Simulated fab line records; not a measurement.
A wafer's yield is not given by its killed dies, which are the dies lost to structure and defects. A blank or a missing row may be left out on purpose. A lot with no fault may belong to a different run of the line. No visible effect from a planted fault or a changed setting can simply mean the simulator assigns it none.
Which tool was responsible? || flow gf180mcu || Sampling: 13 lots, 39 wafers, 3 of 602 route steps

WHAT THE GAUGES READ, wafer by wafer
GF_VT_IMPLANT_OVL_MEAS_18. Usual: VT_IMPLANT_01_OVL -0.2 nm, standard deviation 1.2.
{"lot": "L635", "measured": "day 6 06:46", "on": "overlay-01", "VT_IMPLANT_01_OVL (nm)": "-0.6 -0.8 -1.3", "flag": ""}
{"lot": "L637", "measured": "day 6 16:11", "on": "overlay-02", "VT_IMPLANT_01_OVL (nm)": "-0.9 0.4 -0.3", "flag": ""}
{"lot": "L638", "measured": "day 6 23:28", "on": "overlay-02", "VT_IMPLANT_01_OVL (nm)": "-0.9 1.1 -0.5", "flag": ""}
{"lot": "L639", "measured": "day 7 11:10", "on": "overlay-01", "VT_IMPLANT_01_OVL (nm)": "2.2 0.9 0.4", "flag": ""}
{"lot": "L640", "measured": "day 7 12:04", "on": "overlay-01", "VT_IMPLANT_01_OVL (nm)": "-1.0 0.1 -0.2", "flag": ""}
{"lot": "L642", "measured": "day 8 00:49", "on": "overlay-02", "VT_IMPLANT_01_OVL (nm)": "-1.5 -1.4 -0.7", "flag": ""}
{"lot": "L643", "measured": "day 8 06:25", "on": "overlay-01", "VT_IMPLANT_01_OVL (nm)": "-0.5 -0.2 1.0", "flag": ""}
{"lot": "L644", "measured": "day 8 14:11", "on": "overlay-01", "VT_IMPLANT_01_OVL (nm)": "-1.1 0.8 -0.5", "flag": ""}
{"lot": "L645", "measured": "day 8 20:19", "on": "overlay-02", "VT_IMPLANT_01_OVL (nm)": "-0.4 0.2 -0.8", "flag": ""}
{"lot": "L646", "measured": "day 9 03:17", "on": "overlay-02", "VT_IMPLANT_01_OVL (nm)": "-0.9 3.2 -0.1", "flag": ""}
{"lot": "L651", "measured": "day 10 15:32", "on": "overlay-01", "VT_IMPLANT_01_OVL (nm)": "0.8 -1.4 -0.3", "flag": ""}
{"lot": "L657", "measured": "day 12 00:43", "on": "overlay-01", "VT_IMPLANT_01_OVL (nm)": "0.8 1.4 0.7", "flag": ""}
{"lot": "L658", "measured": "day 12 08:23", "on": "overlay-01", "VT_IMPLANT_01_OVL (nm)": "-1.3 -2.5 -3.0", "flag": ""}

GF_M2_OVL_MEAS_15. Usual: M2_OVL -3 nm, standard deviation 4.8.
{"lot": "L635", "measured": "day 19 02:23", "on": "overlay-01", "M2_OVL (nm)": "-9 -5 -4", "flag": ""}
{"lot": "L637", "measured": "day 19 17:27", "on": "overlay-01", "M2_OVL (nm)": "-11 -2 -2", "flag": ""}
{"lot": "L638", "measured": "day 20 10:04", "on": "overlay-02", "M2_OVL (nm)": "-5 0 0", "flag": ""}
{"lot": "L639", "measured": "day 21 01:04", "on": "overlay-01", "M2_OVL (nm)": "-10 -6 -5", "flag": ""}
{"lot": "L640", "measured": "day 21 02:10", "on": "overlay-02", "M2_OVL (nm)": "-4 -4 -5", "flag": ""}
{"lot": "L642", "measured": "day 21 23:26", "on": "overlay-01", "M2_OVL (nm)": "-5 -7 -6", "flag": ""}
{"lot": "L643", "measured": "day 22 05:35", "on": "overlay-02", "M2_OVL (nm)": "-12 -7 -9", "flag": ""}
{"lot": "L644", "measured": "day 22 17:58", "on": "overlay-01", "M2_OVL (nm)": "-3 -3 2", "flag": ""}
{"lot": "L645", "measured": "day 23 04:50", "on": "overlay-01", "M2_OVL (nm)": "3 -2 -1", "flag": ""}
{"lot": "L646", "measured": "day 23 08:08", "on": "overlay-01", "M2_OVL (nm)": "-13 -14 -13", "flag": ""}
{"lot": "L651", "measured": "day 25 10:19", "on": "overlay-02", "M2_OVL (nm)": 2, "flag": ""}
{"lot": "L657", "measured": "day 26 18:34", "on": "overlay-01", "M2_OVL (nm)": "4 2 -4", "flag": ""}
{"lot": "L658", "measured": "day 27 04:20", "on": "overlay-02", "M2_OVL (nm)": "-4 -13 -3", "flag": ""}

EACH LOT AND THE TOOL THAT RAN IT (in order: tool; ch and the chambers of the sampled wafers; start)
{"lot": "L635", "GF_HV_LDD_ETCHBACK_58": "rie_diel-01 ch 1,2, day 12 12:07"}
{"lot": "L637", "GF_HV_LDD_ETCHBACK_58": "rie_diel-04 ch 1,2,3, day 12 22:13"}
{"lot": "L638", "GF_HV_LDD_ETCHBACK_58": "rie_diel-01 ch 0,2,3, day 13 12:44"}
{"lot": "L639", "GF_HV_LDD_ETCHBACK_58": "rie_diel-04 ch 0,2,3, day 14 03:04"}
{"lot": "L640", "GF_HV_LDD_ETCHBACK_58": "rie_diel-02 ch 0,1,2, day 14 03:44"}
{"lot": "L642", "GF_HV_LDD_ETCHBACK_58": "rie_diel-02 ch 1,2, day 14 21:17"}
{"lot": "L643", "GF_HV_LDD_ETCHBACK_58": "rie_diel-04 ch 0,2,3, day 15 03:47"}
{"lot": "L644", "GF_HV_LDD_ETCHBACK_58": "rie_diel-04 ch 0,1,2, day 15 15:23"}
{"lot": "L645", "GF_HV_LDD_ETCHBACK_58": "rie_diel-01 ch 1,3, day 16 00:20"}
{"lot": "L646", "GF_HV_LDD_ETCHBACK_58": "rie_diel-01 ch 0,1,2, day 16 04:49"}
{"lot": "L651", "GF_HV_LDD_ETCHBACK_58": "rie_diel-01 ch 1,2, day 18 08:08"}
{"lot": "L657", "GF_HV_LDD_ETCHBACK_58": "rie_diel-04 ch 0,2,3, day 19 21:14"}
{"lot": "L658", "GF_HV_LDD_ETCHBACK_58": "rie_diel-02 ch 0,2,3, day 20 07:59"}
- GF_HV_LDD_ETCHBACK_58: etches Si3N4 in CH3F/O2, stops on SiO2, time 100 s, target depth 90 nm.

AS READ BY THE TOOLS THEMSELVES (means over the sampled wafers that have a number; for cases with no such wafer, the mark the record gives instead)
GF_HV_LDD_ETCHBACK_58. Usual: drypump_motor_current_A 5.8 A, standard deviation 0.3; oes_product_au 0.843 a.u., standard deviation 0.0064; run_length_s 128.3 s, standard deviation 0.55; throttle_valve_pct 10.562 %, standard deviation 0.0093.
{"lot": "L635", "tool": "rie_diel-01", "drypump_motor_current_A (A)": 5.9, "oes_product_au (a.u.)": 0.849, "run_length_s (s)": 127.9, "throttle_valve_pct (%)": 10.563, "flag": ""}
{"lot": "L637", "tool": "rie_diel-04", "drypump_motor_current_A (A)": 5.6, "oes_product_au (a.u.)": 0.848, "run_length_s (s)": 128.0, "throttle_valve_pct (%)": 10.555, "flag": ""}
{"lot": "L638", "tool": "rie_diel-01", "drypump_motor_current_A (A)": 5.7, "oes_product_au (a.u.)": 0.844, "run_length_s (s)": 128.4, "throttle_valve_pct (%)": 10.558, "flag": ""}
{"lot": "L639", "tool": "rie_diel-04", "drypump_motor_current_A (A)": 5.4, "oes_product_au (a.u.)": 0.843, "run_length_s (s)": 128.4, "throttle_valve_pct (%)": 10.563, "flag": ""}
{"lot": "L640", "tool": "rie_diel-02", "drypump_motor_current_A (A)": 6.1, "oes_product_au (a.u.)": 0.846, "run_length_s (s)": 128.8, "throttle_valve_pct (%)": 10.567, "flag": ""}
{"lot": "L642", "tool": "rie_diel-02", "drypump_motor_current_A (A)": 6.0, "oes_product_au (a.u.)": 0.841, "run_length_s (s)": 128.6, "throttle_valve_pct (%)": 10.565, "flag": ""}
{"lot": "L643", "tool": "rie_diel-04", "drypump_motor_current_A (A)": 5.4, "oes_product_au (a.u.)": 0.846, "run_length_s (s)": 128.4, "throttle_valve_pct (%)": 10.558, "flag": ""}
{"lot": "L644", "tool": "rie_diel-04", "drypump_motor_current_A (A)": 5.6, "oes_product_au (a.u.)": 0.844, "run_length_s (s)": 128.1, "throttle_valve_pct (%)": 10.568, "flag": ""}
{"lot": "L645", "tool": "rie_diel-01", "drypump_motor_current_A (A)": 5.8, "oes_product_au (a.u.)": 0.839, "run_length_s (s)": 128.1, "throttle_valve_pct (%)": 10.569, "flag": ""}
{"lot": "L646", "tool": "rie_diel-01", "drypump_motor_current_A (A)": 5.8, "oes_product_au (a.u.)": 0.847, "run_length_s (s)": 127.7, "throttle_valve_pct (%)": 10.559, "flag": ""}
{"lot": "L651", "tool": "rie_diel-01", "drypump_motor_current_A (A)": 5.9, "oes_product_au (a.u.)": 0.952, "run_length_s (s)": 103.2, "throttle_valve_pct (%)": 10.570, "flag": "OFF"}
{"lot": "L657", "tool": "rie_diel-04", "drypump_motor_current_A (A)": 5.4, "oes_product_au (a.u.)": 0.843, "run_length_s (s)": 128.6, "throttle_valve_pct (%)": 10.564, "flag": ""}
{"lot": "L658", "tool": "rie_diel-02", "drypump_motor_current_A (A)": 5.9, "oes_product_au (a.u.)": 0.841, "run_length_s (s)": 128.6, "throttle_valve_pct (%)": 10.568, "flag": ""}

THE ANSWER, worked out from the rows above alone
Rule: lot off if the mean of its wafers having a number is beyond 3 standard deviations from the usual mean. Also off: a lot with no number at a reading for which 4 or more lots have one. Where the step has rows for the other lots, those lots are counted as sound. Order of review: gauges by route order, followed by the tools' own readings, for which a lot's mean as printed above is used. The first step at which some lot is off is used, and at that step the reading that is off furthest; a lot without a number counts as furthest.
Off, at GF_HV_LDD_ETCHBACK_58 on run_length_s: L651.
A tool fits if, at that step or a process step before it, it ran every lot that is off, and no sound lot after the first of them. One fits: GF_HV_LDD_ETCHBACK_58 on rie_diel-01. Its last sound lot is L646 (day 16 04:49), its first lot that is off L651 (day 18 08:08): a fault that began between those two fits.
The tool's own readings at GF_HV_LDD_ETCHBACK_58 bear it out: on the lots that are off they differ by more than 5 times the standard deviation of the sound lots' means. oes_product_au reads 0.952 a.u. there against 0.844 a.u. on the sound lots; run_length_s reads 103.2 s there against 128.3 s on the sound lots.

WHAT HAD BEEN PUT IN BY THE SIMULATOR
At GF_HV_LDD_ETCHBACK_58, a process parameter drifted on rie_diel-01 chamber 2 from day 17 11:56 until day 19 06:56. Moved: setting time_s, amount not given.
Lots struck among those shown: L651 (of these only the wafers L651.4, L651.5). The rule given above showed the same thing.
